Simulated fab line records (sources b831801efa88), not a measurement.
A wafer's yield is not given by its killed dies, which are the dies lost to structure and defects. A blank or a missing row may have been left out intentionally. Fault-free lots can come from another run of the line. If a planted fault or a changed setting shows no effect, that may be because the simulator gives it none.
Comparing a struck lot with a sound one -- flow gf180mcu -- 28 out of 602 route steps
Sound: wafers L261.2, L261.5, L261.6. Struck: wafer L264.3 (left out: L264.1, L264.4 of the same lot, which were not struck); the cause appears at the end.
Each step with rows lists, per side, the tool, then ch with its chambers, then its first start. Under that, the readings that differ: sound wafers -- struck wafers -- difference of the means -- sigmas: that difference in standard deviations of wafers without a fault.
alike: readings whose means differ by less than 2 such deviations, and words and numbers that are the same on both sides. not compared: withheld readings, readings that some wafer has no value for, bounds like >300 that may hide the same value, and numbers for which the record gives no deviation and whose values overlap.
The two part at a step that has a row with sigmas, a row that says differs or no value, or rows on one side only. When numbers do not overlap yet have no deviation, they are printed without sigmas and do not part them. Lack of a reading on every wafer of one side parts them only where that side has two or more wafers.

first, 2 steps without rows for these wafers: GF_V5_STRIP_19 (strips in post etch residue remover, time 1200 s); GF_V5_CLEAN_20 (cleans in DIW).
GF_V5_SPUTTER_21: material Ti, target thk 15 nm, time 80.02 s.
  struck on pvd_sputter-03, day 29 07:13; sound on pvd_sputter-04, day 28 06:11
reading,sound,struck,difference,sigmas
throttle_valve_pct (%),32.1 30.8 32.2,28.3,-3.4,-3
then, 2 steps without rows for these wafers: GF_V5_SPUTTER_22 (material TiN, target thk 10 nm, time 40 s); GF_V5_CVD_23 (deposits W, target thk 350 nm, time 104.9 s).
GF_V5_RS_MEAS_24: measures by four-point-probe.
  struck on film_metro-03, day 29 07:26; sound on film_metro-01, day 28 06:25
  alike: V5_W_RS
GF_V5_THK_MEAS_25: measures by xrf.
  struck on film_metro-03, day 29 07:33; sound on film_metro-01, day 28 06:32
  alike: V5_W_THK
then, 1 step without rows for these wafers: GF_V5_CMP_26 (polishes, stops on SiO2, t overpolish 15 s, target thk 0 nm).
GF_TOP_METAL_SPUTTER_00: material Ti, target thk 37.5 nm, time 150 s.
  struck on pvd_sputter-01, day 29 07:55; sound on pvd_sputter-01, day 28 06:53
  alike: throttle_valve_pct
GF_TOP_METAL_SPUTTER_01: material TiN, target thk 30 nm, time 25 s.
  struck on pvd_sputter-01, day 29 08:01; sound on pvd_sputter-01, day 28 06:59
  alike: throttle_valve_pct
GF_TOP_METAL_SPUTTER_02: material AlCu, target thk 900 nm, time 47.82 s.
  struck on pvd_sputter-01, day 29 08:02; sound on pvd_sputter-01, day 28 07:01
  alike: throttle_valve_pct
GF_TOP_METAL_SPUTTER_03: material Ti, target thk 5 nm, time 3.3 s.
  struck on pvd_sputter-01, day 29 08:05; sound on pvd_sputter-01, day 28 07:04
  alike: throttle_valve_pct
GF_TOP_METAL_SPUTTER_04: material TiN, target thk 25 nm, time 20.8 s.
  struck on pvd_sputter-01, day 29 08:06; sound on pvd_sputter-01, day 28 07:04
reading,sound,struck,difference,sigmas
model.TiN_of_TOP_METAL_SPUTTER_04.thk_nm (nm),25.01 25.05 25.24,29.25,+4.15,
  alike: throttle_valve_pct
GF_TOP_METAL_RS_MEAS_05: measures by four-point-probe.
  struck on film_metro-04, day 29 08:08; sound on film_metro-03, day 28 07:07
  alike: TOP_METAL_ALCU_RS
GF_TOP_METAL_THK_MEAS_06: measures by xrf.
  struck on film_metro-04, day 29 08:15; sound on film_metro-03, day 28 07:14
reading,sound,struck,difference,sigmas
TOP_METAL_ALCU_THK (nm),924 919 916,896,-24,-2
then, 7 steps without rows for these wafers: GF_TOP_METAL_DEHYDRATE_07 (time 60 s); GF_TOP_METAL_HMDS_08 (prime time 60 s); GF_TOP_METAL_COAT_09 (resist thk 1500 nm); GF_TOP_METAL_SOFTBAKE_10 (time 60 s); GF_TOP_METAL_EXPOSE_11 (exposes mask MetalTop, target cd 440 nm); GF_TOP_METAL_PEB_12; GF_TOP_METAL_DEVELOP_13 (develop time 60 s).
GF_TOP_METAL_CD_MEAS_14 targets a cd of 440 nm.
  struck on cd_sem-01, day 30 02:37; sound on cd_sem-02, day 29 02:32
  alike: cd_nm
GF_TOP_METAL_OVL_MEAS_15:
  struck on overlay-01, day 30 02:44; sound on overlay-01, day 29 02:38
  alike: TOP_METAL_OVL
then, 2 steps without rows for these wafers: GF_TOP_METAL_METAL_ETCH_16 (etches the open film in Cl2/BCl3, stops on SiO2, target depth 1197 nm, time 199.5 s); GF_TOP_METAL_STRIP_17 (strips in O2/N2).
GF_TOP_METAL_STRIP_18: strips in post etch residue remover, time 1200 s.
  sound on wet_bench-04 ch 1, day 29 03:09; struck on wet_bench-02 ch 3, day 30 03:04
reading,sound,struck,difference,sigmas
model.TiN_of_TOP_METAL_SPUTTER_04.thk_nm (nm),24.59 24.63 24.82,28.83,+4.15,
then, 1 step without rows for these wafers: GF_TOP_METAL_CLEAN_19 (cleans in DIW).

## WHERE THEY PART
At GF_V5_SPUTTER_21 first; at GF_TOP_METAL_THK_MEAS_06 last (within this record only). Later steps at which nothing parts them and some readings are alike: GF_TOP_METAL_CD_MEAS_14, GF_TOP_METAL_OVL_MEAS_15.

WHY: what the simulator had put in
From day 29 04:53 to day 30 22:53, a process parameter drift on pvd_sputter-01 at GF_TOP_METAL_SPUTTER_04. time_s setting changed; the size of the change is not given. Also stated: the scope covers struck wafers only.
